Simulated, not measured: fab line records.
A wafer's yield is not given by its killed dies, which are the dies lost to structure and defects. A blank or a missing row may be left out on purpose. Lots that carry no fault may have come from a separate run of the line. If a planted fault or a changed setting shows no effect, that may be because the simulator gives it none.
Matching of chambers	flow gf180mcu	4 sister chambers for GF_STI_ETCH_14 on rie-si-02
The step etches Si in HBr/Cl2/O2, target depth 360 nm, time 102.9 s. 18 wafers are shown with their chamber, then 9 later ones without.

WAFERS, EACH WITH ITS CHAMBER
wafer	chamber	drypump-motor-current-A (A)	oes-product-au (a.u.)	throttle-valve-pct (%)
L808.1	1	5.3	0.996	25.671
L808.2	3	6.8	0.996	25.633
L808.5	0	5.6	1.006	25.637
L809.2	1	5.3	0.995	25.663
L809.3	3	6.7	1.004	25.654
L809.5	0	5.6	1.002	25.648
L810.1	0	5.6	1.005	25.644
L810.5	1	5.3	0.994	25.663
L810.6	2	5.2	1.014	25.643
L816.2	2	5.2	1.001	25.639
L816.3	0	5.6	1.011	25.651
L816.5	0	5.6	1.011	25.667
L817.4	2	5.2	1.004	25.654
L817.5	1	5.3	1.008	25.642
L817.6	2	5.2	1.007	25.641
L822.1	1	5.3	1.005	25.651
L822.3	0	5.6	1.006	25.643
L822.6	0	5.6	1.002	25.634

SIGNATURES, as means of the wafers listed above
reading	chamber 0	chamber 1	chamber 2	chamber 3	scatter within a chamber
drypump-motor-current-A	5.600	5.300	5.200	6.750	0.0189
oes-product-au	1.00614	0.99960	1.00650	1.00000	0.00516
throttle-valve-pct	25.64629	25.65800	25.64425	25.64350	0.0106
Rule: a wafer's distance from a chamber is the root of the sum, over the readings, of the square of ((its reading less the chamber's mean) divided by the reading's scatter). The wafer belongs to the nearest chamber; if the next one is less than 2 further off, it can't be placed. The scatter: the root of (the sum of the squares of (reading less its chamber's mean) over the shown wafers, divided by (wafers less chambers)).

WAFERS MISSING THEIR CHAMBER
wafer	drypump-motor-current-A (A)	oes-product-au (a.u.)	throttle-valve-pct (%)
L823.1	5.2	1.003	25.653
L823.4	5.3	1.007	25.659
L823.5	5.3	1.008	25.653
L828.1	5.2	1.013	25.644
L828.3	6.7	1.010	25.643
L828.6	5.6	1.024	25.646
L829.1	5.2	1.008	25.642
L829.2	6.8	1.007	25.662
L829.6	5.6	1.013	25.640

EACH ONE'S CHAMBER
wafer	from the rows above	in truth
L823.1	2	2
L823.4	1	1
L823.5	1	1
L828.1	2	2
L828.3	3	3
L828.6	0	0
L829.1	2	2
L829.2	3	3
L829.6	0	0
Correct placement for 9 of the 9. From these rows, 0 cannot be placed. Placed wrongly: 0.
